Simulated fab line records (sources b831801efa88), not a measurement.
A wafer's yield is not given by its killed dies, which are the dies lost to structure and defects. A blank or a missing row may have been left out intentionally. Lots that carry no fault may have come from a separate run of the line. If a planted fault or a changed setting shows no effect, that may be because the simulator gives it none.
Chamber matching	flow sky130	3 sister chambers for SKY_LI_CONTACT_HDPCVD_00 on hdpcvd-02
The step deposits PSG, target thk 930 nm, time 155 s. 15 wafers are shown with their chamber, then 7 later ones without.

## EACH WAFER AND ITS CHAMBER
wafer	chamber	run-length-s (s)	sih4-flow-sccm (sccm)
L529.4	1	182.9	60.15
L529.5	0	184.0	59.89
L529.6	2	184.2	59.90
L530.1	0	184.1	60.15
L530.2	1	182.5	59.81
L530.4	0	183.7	60.15
L531.1	0	184.0	60.20
L531.2	1	183.0	59.89
L531.5	1	182.5	60.01
L532.1	0	183.8	60.08
L532.2	2	184.0	60.27
L532.3	1	182.7	60.24
L537.1	2	184.0	59.88
L537.2	0	183.6	59.69
L537.3	1	183.5	60.27

SIGNATURES (means of the wafers above)
reading	chamber 0	chamber 1	chamber 2	scatter within a chamber
run-length-s	183.867	182.850	184.067	0.279
sih4-flow-sccm	60.0267	60.0617	60.0167	0.198
Rule: a wafer's distance from a chamber is the root of the sum, over the readings, of the square of ((its reading less the chamber's mean) divided by the reading's scatter). The wafer belongs to the nearest chamber; if the next one is less than 2 further off, it can't be placed. The scatter is the square root of a quotient: the sum, over the shown wafers, of each reading's squared deviation from its chamber's mean, divided by wafers minus chambers.

## WAFERS WITHOUT THEIR CHAMBER
wafer	run-length-s (s)	sih4-flow-sccm (sccm)
L541.3	184.6	59.75
L541.4	183.9	59.75
L541.6	183.8	59.78
L543.5	183.4	59.94
L543.6	184.9	59.81
L545.1	184.2	60.10
L545.4	183.4	59.89

## WHICH CHAMBER EACH ONE RAN IN
wafer	from the rows above	in truth
L541.3	can't be placed: 2 or 0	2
L541.4	can't be placed: 0 or 2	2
L541.6	can't be placed: 0 or 2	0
L543.5	can't be placed: 0 or 1 or 2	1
L543.6	can't be placed: 2 or 0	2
L545.1	can't be placed: 2 or 0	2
L545.4	can't be placed: 0 or 1 or 2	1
0 of 7 placed correctly. Unplaceable from these rows: 7, with the true chamber sitting among the candidates in 7. Placed wrongly: 0.
